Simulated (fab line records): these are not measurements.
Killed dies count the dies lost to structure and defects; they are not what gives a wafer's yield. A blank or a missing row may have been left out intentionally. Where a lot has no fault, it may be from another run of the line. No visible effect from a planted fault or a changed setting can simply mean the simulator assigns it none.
Chamber matching    flow sky130    SKY_POLY_GATE_ETCH_17 on rieSi-02: 4 sister chambers
The step etches poly-Si in HBr/Cl2, stops on SiO2, target depth 180 nm, time 70.5 s. 7 wafers are shown with their chamber, then 7 later ones without.

== WAFERS, EACH WITH ITS CHAMBER ==
wafer   chamber  drypumpMotorCurrentA (A)  throttleValvePct (%)
L185.6  3        5.8                       33.687
L187.1  1        5.2                       33.685
L189.5  2        5.7                       33.693
L188.4  0        5.0                       33.687
L188.5  2        5.7                       33.696
L193.1  3        5.7                       33.671
L193.2  0        5.0                       33.686

== WAFERS MISSING THEIR CHAMBER ==
wafer   drypumpMotorCurrentA (A)  throttleValvePct (%)
L193.5  5.7                       33.676
L206.1  5.8                       33.689
L206.2  5.7                       33.671
L206.3  5.2                       33.684
L208.2  5.2                       33.683
L208.5  5.0                       33.686
L208.6  5.7                       33.687

== CHAMBER TAKEN BY EACH ==
wafer   from the rows above      in truth
L193.5  can't be placed: 3 or 2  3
L206.1  can't be placed: 3 or 2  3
L206.2  can't be placed: 3 or 2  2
L206.3  1                        1
L208.2  1                        1
L208.5  0                        0
L208.6  can't be placed: 2 or 3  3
Placed correctly: 3 of 7. Unplaceable from these rows: 4, with the true chamber sitting among the candidates in 4. Number placed wrongly: 0.
How it was worked out, from the rows above alone: a wafer's distance from a chamber is the root of the sum, over the readings, of the square of ((its reading less the chamber's mean) divided by the reading's scatter). The wafer belongs to the nearest chamber; if the next one is less than 2 further off, it can't be placed. Each chamber's mean is taken over the wafers shown for it. The scatter: the root of (the sum of the squares of (reading less its chamber's mean) over the shown wafers, divided by (wafers less chambers)).
